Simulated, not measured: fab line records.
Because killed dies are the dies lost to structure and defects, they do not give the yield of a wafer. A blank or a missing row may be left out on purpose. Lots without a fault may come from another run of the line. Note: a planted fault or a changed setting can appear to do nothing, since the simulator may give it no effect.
Which tool did it? | flow gf180mcu | Sampling: 15 lots, 45 wafers, 4 of 602 route steps

## WHAT EACH GAUGE READ, for each wafer
GF_M2_OVL_MEAS_15. Usual: M2_OVL gives 3 nm (standard deviation 6.7).
lot  | measured     | on         | M2_OVL (nm) | flag
L946 | day 20 02:09 | overlay-01 | 0 2 2       |
L947 | day 20 04:42 | overlay-02 | -1 -2 -6    |
L948 | day 21 00:50 | overlay-01 | 17 13 17    |
L949 | day 21 05:15 | overlay-01 | 6 8 0       |
L952 | day 21 20:47 | overlay-01 | 4 10 6      |
L953 | day 22 14:10 | overlay-02 | -7 -1 6     |
L954 | day 23 04:08 | overlay-01 | -3 3 -3     |
L955 | day 23 04:56 | overlay-01 | - - -       | OFF
L956 | day 23 18:17 | overlay-01 | - - -       | OFF
L957 | day 24 05:03 | overlay-01 | - - -       | OFF
L958 | day 24 14:32 | overlay-02 | 10 7 8      |
L959 | day 24 15:23 | overlay-01 | 1 -3 -2     |
L960 | day 25 03:08 | overlay-02 | 0 5 9       |
L965 | day 26 09:18 | overlay-02 | -9 -10 -4   |
L967 | day 26 22:21 | overlay-01 | 8 11 11     |

GF_V2_THK_MEAS_03. Usual: V2_CVD_02_THK gives 852 nm (standard deviation 12).
lot  | measured     | on            | V2_CVD_02_THK (nm) | flag
L946 | day 20 03:03 | film-metro-01 | 855 870 870        |
L947 | day 20 05:38 | film-metro-01 | 858 863 844        |
L948 | day 21 01:48 | film-metro-01 | 831 866 841        |
L949 | day 21 06:09 | film-metro-04 | 837 845 848        |
L952 | day 21 21:46 | film-metro-04 | 868 852 857        |
L953 | day 22 15:04 | film-metro-02 | 837 867 854        |
L954 | day 23 05:10 | film-metro-04 | 844 862 860        |
L958 | day 24 15:26 | film-metro-04 | 861 856 868        |
L959 | day 24 16:17 | film-metro-04 | 853 870 870        |
L960 | day 25 04:02 | film-metro-02 | 833 836 862        |
L965 | day 26 10:12 | film-metro-04 | 845 849 863        |
L967 | day 26 23:23 | film-metro-01 | 832 844 857        |

## TOOL THAT RAN EACH LOT (tool first, then ch and the chambers of the sampled wafers, then the start)
lot  | GF_M2_SPUTTER_00             | GF_M2_EXPOSE_11
L946 | pvd-sputter-01, day 19 01:13 | krf-scanner-01 ch 0, day 19 14:25
L947 | pvd-sputter-02, day 19 04:46 | krf-scanner-01 ch 0, day 19 17:29
L948 | pvd-sputter-02, day 20 00:25 | krf-scanner-01 ch 0, day 20 12:48
L949 | pvd-sputter-03, day 20 05:05 | krf-scanner-02 ch 0, day 20 17:51
L952 | pvd-sputter-02, day 20 19:59 | krf-scanner-01 ch 0, day 21 08:08
L953 | pvd-sputter-03, day 21 15:02 | krf-scanner-01 ch 0, day 22 02:49
L954 | pvd-sputter-03, day 22 04:53 | krf-scanner-02 ch 0, day 22 16:55
L955 | pvd-sputter-03, day 22 06:08 | krf-scanner-02, day 22 17:58
L956 | pvd-sputter-03, day 22 19:24 | krf-scanner-02, day 23 06:58
L957 | pvd-sputter-01, day 23 06:32 | krf-scanner-01, day 23 18:18
L958 | pvd-sputter-01, day 23 17:10 | krf-scanner-01 ch 0, day 24 03:59
L959 | pvd-sputter-02, day 23 17:43 | krf-scanner-01 ch 0, day 24 04:46
L960 | pvd-sputter-02, day 24 05:20 | krf-scanner-01 ch 0, day 24 16:36
L965 | pvd-sputter-01, day 25 12:50 | krf-scanner-01 ch 0, day 25 23:40
L967 | pvd-sputter-02, day 26 01:07 | krf-scanner-01 ch 0, day 26 11:49
- GF_M2_SPUTTER_00: material Ti, target thk 37.5 nm, time 150 s.
- GF_M2_EXPOSE_11: exposes mask Metal2, target cd 280 nm.

## WHAT THE TOOLS THEMSELVES READ (means of the sampled wafers that have a number; where no wafer has one, the mark that the record gives instead)
GF_M2_SPUTTER_00. Usual: cathode-dc-power-W 4000.1 W, standard deviation 0.73; throttle-valve-pct 30.4 %, standard deviation 0.96.
lot  | tool           | cathode-dc-power-W (W) | throttle-valve-pct (%) | flag
L946 | pvd-sputter-01 | 4000.0                 | 30.0                   |
L947 | pvd-sputter-02 | 4000.4                 | 29.6                   |
L948 | pvd-sputter-02 | 3999.5                 | 29.5                   |
L949 | pvd-sputter-03 | 3999.8                 | 31.0                   |
L952 | pvd-sputter-02 | 4000.0                 | 30.4                   |
L953 | pvd-sputter-03 | 4000.5                 | 30.3                   |
L954 | pvd-sputter-03 | 3999.6                 | 30.6                   |
L955 | pvd-sputter-03 | 4000.6                 | 30.9                   |
L956 | pvd-sputter-03 | 4000.2                 | 31.0                   |
L957 | pvd-sputter-01 | 4000.1                 | 30.5                   |
L958 | pvd-sputter-01 | 4000.6                 | 30.1                   |
L959 | pvd-sputter-02 | 3999.8                 | 29.8                   |
L960 | pvd-sputter-02 | 3999.8                 | 30.6                   |
L965 | pvd-sputter-01 | 3999.6                 | 31.0                   |
L967 | pvd-sputter-02 | 4000.5                 | 30.6                   |

GF_M2_EXPOSE_11. Usual: exposure-dose-mJ-cm2 27.995, standard deviation 0.028; focus-offset-nm 0.2 nm, standard deviation 0.63.
lot  | tool           | exposure-dose-mJ-cm2 | focus-offset-nm (nm) | flag
L946 | krf-scanner-01 | 27.986               | -0.0                 |
L947 | krf-scanner-01 | 28.034               | 0.3                  |
L948 | krf-scanner-01 | 27.995               | -0.1                 |
L949 | krf-scanner-02 | 28.018               | 1.0                  |
L952 | krf-scanner-01 | 27.978               | -0.1                 |
L953 | krf-scanner-01 | 27.987               | 0.9                  |
L954 | krf-scanner-02 | 27.981               | 0.7                  |
L955 | krf-scanner-02 | -                    | -                    | OFF
L956 | krf-scanner-02 | -                    | -                    | OFF
L957 | krf-scanner-01 | -                    | -                    | OFF
L958 | krf-scanner-01 | 27.990               | 0.2                  |
L959 | krf-scanner-01 | 28.015               | -0.7                 |
L960 | krf-scanner-01 | 28.004               | 0.5                  |
L965 | krf-scanner-01 | 27.976               | -0.3                 |
L967 | krf-scanner-01 | 28.017               | -0.2                 |

## THE ANSWER, worked out from the rows above alone
Rule: lot off if the mean of its wafers having a number is beyond 3 standard deviations from the usual mean. A lot without any number at a reading at which 4 lots or more have one is off too. All remaining lots with rows at the step are treated as sound. First the gauges in route order, then the tools' own readings, where a lot's mean is used as printed above. The first step at which some lot is off is used, and at that step the reading that is off furthest; a lot without a number counts as furthest.
Off: at GF_M2_OVL_MEAS_15 (M2_OVL), L955, L956, L957. Without a number there: L955, L956, L957.
If a tool, at a process step before that reading, ran all the lots that are off and no sound lot after the first of them, it fits. Not tried: the gauges at GF_M2_OVL_MEAS_15; whatever is off there is also off at GF_M2_EXPOSE_11, on other tools, and gauge error can't account for it. Of those tried, none fits.

## WHAT THE SIMULATOR HAD INSERTED
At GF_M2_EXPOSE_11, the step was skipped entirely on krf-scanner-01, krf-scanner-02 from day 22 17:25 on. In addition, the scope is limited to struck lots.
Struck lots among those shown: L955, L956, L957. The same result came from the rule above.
